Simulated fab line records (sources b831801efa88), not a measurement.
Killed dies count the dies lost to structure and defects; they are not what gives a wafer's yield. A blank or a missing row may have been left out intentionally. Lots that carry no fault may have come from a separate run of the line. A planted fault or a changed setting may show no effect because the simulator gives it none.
Matching of chambers :: flow gf180mcu :: cmp-02 running GF_STI_CMP_25: 4 sister chambers
The step polishes, stops on Si3N4, t overpolish 33 s, target thk 524.6 nm. 4 wafers are shown with their chamber, then 7 later ones without.

## EACH WAFER AND ITS CHAMBER
wafer: L962.3
chamber: 0
motor_current_A (A): 12.0

wafer: L962.6
chamber: 3
motor_current_A (A): 12.5

wafer: L963.1
chamber: 2
motor_current_A (A): 12.1

wafer: L963.2
chamber: 1
motor_current_A (A): 10.0

## WAFERS WHOSE CHAMBER IS MISSING
wafer: L963.5
motor_current_A (A): 12.0

wafer: L968.4
motor_current_A (A): 12.4

wafer: L968.5
motor_current_A (A): 12.6

wafer: L968.6
motor_current_A (A): 11.5

wafer: L970.1
motor_current_A (A): 11.6

wafer: L970.3
motor_current_A (A): 11.6

wafer: L970.6
motor_current_A (A): 10.1

## CHAMBER TAKEN BY EACH
wafer: L963.5
from the rows above: can't be placed: 0 or 2 or 3
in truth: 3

wafer: L968.4
from the rows above: can't be placed: 3 or 2 or 0
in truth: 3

wafer: L968.5
from the rows above: can't be placed: 3 or 2 or 0
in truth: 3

wafer: L968.6
from the rows above: can't be placed: 0 or 2 or 3
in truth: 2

wafer: L970.1
from the rows above: can't be placed: 0 or 2 or 3
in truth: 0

wafer: L970.3
from the rows above: can't be placed: 0 or 2 or 3
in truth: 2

wafer: L970.6
from the rows above: 1
in truth: 1
Correctly placed: 1 of 7. Unplaceable from these rows: 6, with the true chamber sitting among the candidates in 6. Wrongly placed: 0.
How it was worked out, from the rows above alone: a wafer's distance from a chamber is the root of the sum, over the readings, of the square of ((its reading less the chamber's mean) divided by the reading's scatter). If the next closest chamber is less than 2 further off than the closest, the wafer can't be placed; otherwise it belongs to the closest. Each chamber's mean is taken over the wafers shown for it. The scatter (one wafer shown for each chamber): square how far every hidden wafer sits from the nearest shown wafer, average those squares and take the square root.
